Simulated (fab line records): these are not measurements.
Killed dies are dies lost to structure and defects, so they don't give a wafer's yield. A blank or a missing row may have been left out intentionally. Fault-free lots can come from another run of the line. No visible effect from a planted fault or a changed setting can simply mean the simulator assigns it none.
Commonality check across tools / flow sky130 / Sample size 13 lots and 38 wafers

== REASON FOR OPENING ==
On 1 of the 13 lots, a flag is raised at SKY_LI_CONTACT_CD_MEAS_12 on the reading cd_nm. Wafers without a fault read 170.0 nm, standard deviation 1.6.
Rule: flag the lot when none of its wafers has a number, or when each of its wafers that has one lies beyond 4 standard deviations from that mean. The other lots count as sound.

lot=L268; measured=day 30 04:35; on=cd_sem-02; cd_nm (nm), wafer by wafer=167.3 167.6 168.0; flag=
lot=L270; measured=day 30 17:05; on=cd_sem-02; cd_nm (nm), wafer by wafer=170.1 170.4 171.3; flag=
lot=L273; measured=day 31 15:04; on=cd_sem-02; cd_nm (nm), wafer by wafer=171.3 169.0 171.1; flag=
lot=L279; measured=day 33 18:05; on=cd_sem-01; cd_nm (nm), wafer by wafer=73.9 72.2; flag=FLAGGED
lot=L282; measured=day 34 16:46; on=cd_sem-01; cd_nm (nm), wafer by wafer=169.0 169.9 170.1; flag=
lot=L283; measured=day 34 21:25; on=cd_sem-02; cd_nm (nm), wafer by wafer=172.0 170.5 170.8; flag=
lot=L284; measured=day 35 06:25; on=cd_sem-01; cd_nm (nm), wafer by wafer=172.6 171.2 173.8; flag=
lot=L285; measured=day 35 09:25; on=cd_sem-02; cd_nm (nm), wafer by wafer=170.0 168.7 170.1; flag=
lot=L287; measured=day 36 03:46; on=cd_sem-01; cd_nm (nm), wafer by wafer=170.4 169.7 169.7; flag=
lot=L288; measured=day 36 05:47; on=cd_sem-02; cd_nm (nm), wafer by wafer=171.0 171.2 172.7; flag=
lot=L289; measured=day 36 14:58; on=cd_sem-02; cd_nm (nm), wafer by wafer=171.5 173.1 171.9; flag=
lot=L290; measured=day 36 20:51; on=cd_sem-01; cd_nm (nm), wafer by wafer=169.9 169.7 170.2; flag=
lot=L291; measured=day 37 07:19; on=cd_sem-01; cd_nm (nm), wafer by wafer=170.5 170.4 167.6; flag=
On average the flagged lots' numbers are 73.1 nm, which is -96.9 nm against the usual, or -61 standard deviations.

== WHICH TOOL RAN EACH LOT ==
The record keeps 1 process step preceding the reading, out of 708 steps on the route. In each cell: the tool, then ch and the chambers that the sampled wafers went through, then the start.
lot=L268; flag=; SKY_LI_CONTACT_EXPOSE_09=krf_scanner-02 ch 0, day 29 14:00
lot=L270; flag=; SKY_LI_CONTACT_EXPOSE_09=krf_scanner-01 ch 0, day 30 03:25
lot=L273; flag=; SKY_LI_CONTACT_EXPOSE_09=krf_scanner-01 ch 0, day 31 01:14
lot=L279; flag=FLAGGED; SKY_LI_CONTACT_EXPOSE_09=krf_scanner-01 ch 0, day 33 04:25
lot=L282; flag=; SKY_LI_CONTACT_EXPOSE_09=krf_scanner-02 ch 0, day 34 03:38
lot=L283; flag=; SKY_LI_CONTACT_EXPOSE_09=krf_scanner-02 ch 0, day 34 08:49
lot=L284; flag=; SKY_LI_CONTACT_EXPOSE_09=krf_scanner-02 ch 0, day 34 17:34
lot=L285; flag=; SKY_LI_CONTACT_EXPOSE_09=krf_scanner-02 ch 0, day 34 20:08
lot=L287; flag=; SKY_LI_CONTACT_EXPOSE_09=krf_scanner-01 ch 0, day 35 14:25
lot=L288; flag=; SKY_LI_CONTACT_EXPOSE_09=krf_scanner-01 ch 0, day 35 16:41
lot=L289; flag=; SKY_LI_CONTACT_EXPOSE_09=krf_scanner-01 ch 0, day 36 02:05
lot=L290; flag=; SKY_LI_CONTACT_EXPOSE_09=krf_scanner-01 ch 0, day 36 07:54
lot=L291; flag=; SKY_LI_CONTACT_EXPOSE_09=krf_scanner-01 ch 0, day 36 17:40
These steps, and what they do:
- SKY_LI_CONTACT_EXPOSE_09: exposes mask LICM1, target cd 170 nm.
- SKY_LI_CONTACT_CD_MEAS_12: target cd 170 nm.

== FLAGGED OVER TOTAL, TOOL BY TOOL (the gauges that took the reading come last) ==
step=SKY_LI_CONTACT_EXPOSE_09; tool=krf_scanner-01; lots run=8; flagged=1; share of the flagged lots=all; sound lots run after its first flagged lot=5 (L287,L288,L289,L290,L291)
step=SKY_LI_CONTACT_EXPOSE_09; tool=krf_scanner-02; lots run=5; flagged=0; share of the flagged lots=none; sound lots run after its first flagged lot=-
step=SKY_LI_CONTACT_CD_MEAS_12; tool=cd_sem-01; lots run=6; flagged=1; share of the flagged lots=all; sound lots run after its first flagged lot=5 (L282,L284,L287,L290,L291)
step=SKY_LI_CONTACT_CD_MEAS_12; tool=cd_sem-02; lots run=7; flagged=0; share of the flagged lots=none; sound lots run after its first flagged lot=-

== WHAT IS ALLOWED BY THE TABLE ==
Every flagged lot went through 2 rows of the table: krf_scanner-01 at SKY_LI_CONTACT_EXPOSE_09 and cd_sem-01 at SKY_LI_CONTACT_CD_MEAS_12.
- krf_scanner-01 at SKY_LI_CONTACT_EXPOSE_09 ran 8 lots, 1 of them flagged. Lots that were sound ran on it after the first flagged one (L287, L288, L289, L290, L291); a persistent fault on the entire tool would not allow that.
- cd_sem-01 at SKY_LI_CONTACT_CD_MEAS_12 ran 6 lots, 1 of them flagged. Lots that were sound ran on it after the first flagged one (L282, L284, L287, L290, L291); a persistent fault on the entire tool would not allow that.
Every row of the table either missed a flagged lot or ran a sound lot after the first.

== WHAT WAS PUT IN BY THE SIMULATOR ==
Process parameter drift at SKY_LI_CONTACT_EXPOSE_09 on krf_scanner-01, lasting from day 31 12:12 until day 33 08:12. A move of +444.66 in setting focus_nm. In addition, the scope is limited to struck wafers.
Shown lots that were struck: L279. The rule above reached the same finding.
